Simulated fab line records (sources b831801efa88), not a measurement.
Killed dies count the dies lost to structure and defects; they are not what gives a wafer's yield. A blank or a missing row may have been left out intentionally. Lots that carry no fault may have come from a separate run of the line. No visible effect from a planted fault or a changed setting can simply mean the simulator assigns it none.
Matching of chambers :: flow gf180mcu :: GF_V3_CVD_00 on hdpcvd-01: 3 sister chambers
The step deposits SiO2, target thk 600 nm, time 100 s. 3 wafers are shown with their chamber, then 7 later ones without.

## WAFERS, EACH WITH ITS CHAMBER
wafer: L291.5
chamber: 2
susceptor-temp-C (C): 400.35

wafer: L301.2
chamber: 1
susceptor-temp-C (C): 399.85

wafer: L301.3
chamber: 0
susceptor-temp-C (C): 399.87

## WAFERS MISSING THEIR CHAMBER
wafer: L301.5
susceptor-temp-C (C): 400.19

wafer: L307.2
susceptor-temp-C (C): 400.20

wafer: L307.3
susceptor-temp-C (C): 400.01

wafer: L307.6
susceptor-temp-C (C): 399.95

wafer: L308.2
susceptor-temp-C (C): 399.92

wafer: L308.5
susceptor-temp-C (C): 399.70

wafer: L308.6
susceptor-temp-C (C): 400.09

## WHICH CHAMBER EACH WENT THROUGH
wafer: L301.5
from the rows above: can't be placed: 2 or 0 or 1
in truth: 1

wafer: L307.2
from the rows above: can't be placed: 2 or 0 or 1
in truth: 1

wafer: L307.3
from the rows above: can't be placed: 0 or 1 or 2
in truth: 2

wafer: L307.6
from the rows above: can't be placed: 0 or 1
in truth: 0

wafer: L308.2
from the rows above: can't be placed: 0 or 1
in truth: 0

wafer: L308.5
from the rows above: can't be placed: 1 or 0
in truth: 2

wafer: L308.6
from the rows above: can't be placed: 0 or 1 or 2
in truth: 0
0 of 7 placed correctly. Not placeable from these rows: 7 (in 6, the candidates include the true chamber). 0 placed wrongly.
How it was worked out, from the rows above alone: a wafer's distance from a chamber is the root of the sum, over the readings, of the square of ((its reading less the chamber's mean) divided by the reading's scatter). If the next closest chamber is less than 2 further off than the closest, the wafer can't be placed; otherwise it belongs to the closest. The mean given for a chamber averages the wafers shown for that chamber. The scatter: root of mean squared gap, hidden wafer to nearest shown wafer, with one shown wafer a chamber.
